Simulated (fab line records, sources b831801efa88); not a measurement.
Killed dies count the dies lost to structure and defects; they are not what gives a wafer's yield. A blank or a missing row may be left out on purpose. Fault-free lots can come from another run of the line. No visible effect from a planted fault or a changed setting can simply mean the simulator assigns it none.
Chamber matching + flow sky130 + 4 sister chambers for SKY_VIA1_ETCH_14 on rie-diel-03
The step etches BARC in N2/H2, stops on SiO2, time 45.9 s, target depth 60 nm. 4 wafers are shown with their chamber, then 7 later ones without.

== WAFERS, EACH WITH ITS CHAMBER ==
| wafer  | chamber | oes-product-au (a.u.) |
|--------|---------|-----------------------|
| L082.5 | 3       | 0.857                 |
| L085.1 | 0       | 0.855                 |
| L091.1 | 1       | 0.853                 |
| L091.4 | 2       | 0.854                 |

== WAFERS WITHOUT THEIR CHAMBER ==
| wafer  | oes-product-au (a.u.) |
|--------|-----------------------|
| L091.5 | 0.852                 |
| L093.1 | 0.854                 |
| L093.4 | 0.863                 |
| L093.6 | 0.858                 |
| L097.3 | 0.856                 |
| L097.4 | 0.852                 |
| L097.6 | 0.850                 |

== EACH ONE'S CHAMBER ==
| wafer  | from the rows above               | in truth |
|--------|-----------------------------------|----------|
| L091.5 | can't be placed: 1 or 2 or 0 or 3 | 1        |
| L093.1 | can't be placed: 2 or 0 or 1 or 3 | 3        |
| L093.4 | can't be placed: 3 or 0 or 2 or 1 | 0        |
| L093.6 | can't be placed: 3 or 0 or 2 or 1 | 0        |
| L097.3 | can't be placed: 0 or 3 or 2 or 1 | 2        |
| L097.4 | can't be placed: 1 or 2 or 0 or 3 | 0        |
| L097.6 | can't be placed: 1 or 2 or 0 or 3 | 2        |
0 of 7 placed correctly. These rows do not allow placing 7 (true chamber among the candidates in 7). Placed wrongly: 0.
How it was worked out, from the rows above alone: a wafer's distance from a chamber is the root of the sum, over the readings, of the square of ((its reading less the chamber's mean) divided by the reading's scatter). The wafer belongs to the nearest chamber; if the next one is less than 2 further off, it can't be placed. Each chamber's mean is taken over the wafers shown for it. The scatter (one wafer shown for each chamber): square how far every hidden wafer sits from the nearest shown wafer, average those squares and take the square root.
